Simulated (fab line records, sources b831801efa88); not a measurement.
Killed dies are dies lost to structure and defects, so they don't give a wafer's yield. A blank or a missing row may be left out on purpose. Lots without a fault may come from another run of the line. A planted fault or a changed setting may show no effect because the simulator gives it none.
Which tool did it? | flow gf180mcu | 12 lots, 36 wafers sampled, at 5 steps of a route of 602

WHAT THE GAUGES READ, wafer by wafer
GF_LVPWELL_TW_MEAS_11.
lot  | measured    | on            | LVPWELL_TW
L159 | day 3 19:24 | film_metro-03 | 564 565 563
L160 | day 4 01:34 | film_metro-01 | 565 568 570
L161 | day 4 08:17 | film_metro-02 | 562 564 565
L162 | day 4 18:12 | film_metro-03 | 567 568 565
L163 | day 5 02:56 | film_metro-02 | 562 568 565
L165 | day 5 07:11 | film_metro-03 | 564 564 565
L166 | day 5 16:12 | film_metro-01 | 569 570 567
L172 | day 6 22:28 | film_metro-03 | 568 564 565
L176 | day 7 20:38 | film_metro-02 | 561 562 566
L179 | day 8 15:01 | film_metro-01 | 567 569 568
L180 | day 8 20:31 | film_metro-01 | 572 568 568
L182 | day 9 10:39 | film_metro-02 | 557 559 556

GF_MVSD_TW_MEAS_11.
lot  | measured     | on            | MVSD_TW
L159 | day 4 09:16  | film_metro-01 | 1608 1601 1611
L160 | day 4 16:02  | film_metro-01 | 1611 1599 1617
L161 | day 4 22:25  | film_metro-03 | 1601 1592 1605
L162 | day 5 08:18  | film_metro-02 | 1591 1592 1582
L163 | day 5 18:10  | film_metro-01 | 1588 1575 1583
L165 | day 5 21:34  | film_metro-02 | 1570 1576 1558
L166 | day 6 06:52  | film_metro-02 | 1592 1598 1593
L172 | day 7 14:19  | film_metro-03 | 1600 1606 1600
L176 | day 8 13:26  | film_metro-01 | 1604 1598 1605
L179 | day 9 08:02  | film_metro-03 | 1599 1596 1595
L180 | day 9 13:58  | film_metro-03 | 1601 1600 1594
L182 | day 10 04:42 | film_metro-03 | 1604 1598 1607

GF_MVPSD_OVL_MEAS_07.
lot  | measured     | on         | MVPSD_OVL (nm)
L159 | day 4 22:40  | overlay-01 | 1.2 -0.1 0.8
L160 | day 5 06:02  | overlay-01 | 1.0 2.4 -0.2
L161 | day 5 12:05  | overlay-01 | 0.4 0.2 0.3
L162 | day 5 23:05  | overlay-01 | 0.7 0.9 0.6
L163 | day 6 08:48  | overlay-01 | 0.5 1.6 1.8
L165 | day 6 12:40  | overlay-01 | -1.0 0.8 0.8
L166 | day 6 21:40  | overlay-01 | 2.0 1.6 1.1
L172 | day 8 06:25  | overlay-02 | 0.7 0.7 0.4
L176 | day 9 07:14  | overlay-01 | 0.6 2.1 1.5
L179 | day 10 01:40 | overlay-02 | 2.4 2.7 3.4
L180 | day 10 07:46 | overlay-02 | 0.8 1.7 1.5
L182 | day 10 23:13 | overlay-01 | 0.6 0.8 2.6

GF_VT_IMPLANT_RS_MEAS_46: measures by four-point-probe.
lot  | measured     | on            | MVSD_RS (ohm/sq)
L159 | day 7 10:44  | film_metro-01 | 456.5 455.6 456.5
L160 | day 7 19:15  | film_metro-02 | 456.3 456.0 455.3
L161 | day 8 01:38  | film_metro-02 | 457.3 455.5 457.7
L162 | day 8 13:09  | film_metro-03 | 457.1 454.8 456.6
L163 | day 9 00:35  | film_metro-03 | 470.1 470.3 469.4
L165 | day 9 07:06  | film_metro-02 | 469.8 470.8 469.2
L166 | day 9 16:08  | film_metro-02 | 456.4 455.9 456.0
L172 | day 11 04:43 | film_metro-01 | 456.4 457.3 457.3
L176 | day 12 09:02 | film_metro-02 | 457.9 459.1 457.2
L179 | day 13 05:22 | film_metro-02 | 457.4 456.7 457.6
L180 | day 13 12:59 | film_metro-03 | 454.6 454.4 455.3
L182 | day 14 06:02 | film_metro-01 | 453.7 456.0 455.3

WHICH TOOL RAN EACH LOT (tool, then ch and the chambers of the sampled wafers, then the start)
lot  | GF_MVSD_IMPLANT_08
L159 | implanter-01 ch 0, day 4 08:52
L160 | implanter-02 ch 0, day 4 15:40
L161 | implanter-03 ch 0, day 4 22:02
L162 | implanter-02 ch 0, day 5 07:54
L163 | implanter-02 ch 0, day 5 17:46
L165 | implanter-02 ch 0, day 5 21:10
L166 | implanter-03 ch 0, day 6 06:28
L172 | implanter-03 ch 0, day 7 13:55
L176 | implanter-02 ch 0, day 8 13:01
L179 | implanter-02 ch 0, day 9 07:38
L180 | implanter-03 ch 0, day 9 13:35
L182 | implanter-02 ch 0, day 10 04:18
- GF_MVSD_IMPLANT_08

WHAT THE TOOLS THEMSELVES READ (means of the sampled wafers that have a number; where no wafer has one, the mark that the record gives instead)
GF_MVSD_IMPLANT_08.
lot  | tool         | beam_energy_keV
L159 | implanter-01 | 399.92
L160 | implanter-02 | 400.06
L161 | implanter-03 | 400.06
L162 | implanter-02 | 399.85
L163 | implanter-02 | 346.30
L165 | implanter-02 | 346.18
L166 | implanter-03 | 399.91
L172 | implanter-03 | 400.21
L176 | implanter-02 | 400.07
L179 | implanter-02 | 399.99
L180 | implanter-03 | 399.88
L182 | implanter-02 | 400.08

THE ANSWER, worked out from the rows above alone
Rule: what is usual is taken from the lots themselves. Put in order of their means at a reading, lots are off if they are a third of the lots or fewer, leave a main group of 4 or more, and stand apart from it by a gap of 3 or more times the standard deviation of the main group's means; of several such gaps the widest counts. A main group whose means are all the same, to the digits that the tables above print for the reading, isn't used. A lot without any number at a reading at which 4 lots or more have one is off too. The other lots that the step has rows for count as sound. The gauges are gone through in route order, then the tools' own readings, and for those a lot's mean is taken as printed above. The first step at which some lot is off is used, and at that step the reading that is off furthest; a lot without a number counts as furthest.
Off: L163, L165, at GF_VT_IMPLANT_RS_MEAS_46 (MVSD_RS). The main group: mean 456.3 ohm/sq, standard deviation 0.95.
A tool fits if, at a process step before that reading, it ran every lot that is off, and no sound lot after the first of them. The gauges at GF_VT_IMPLANT_RS_MEAS_46 aren't tried: what is off there is off at GF_MVSD_IMPLANT_08 too, on other tools, and a gauge's error can't cause that. None of those tried fits.

WHAT THE SIMULATOR HAD PUT IN
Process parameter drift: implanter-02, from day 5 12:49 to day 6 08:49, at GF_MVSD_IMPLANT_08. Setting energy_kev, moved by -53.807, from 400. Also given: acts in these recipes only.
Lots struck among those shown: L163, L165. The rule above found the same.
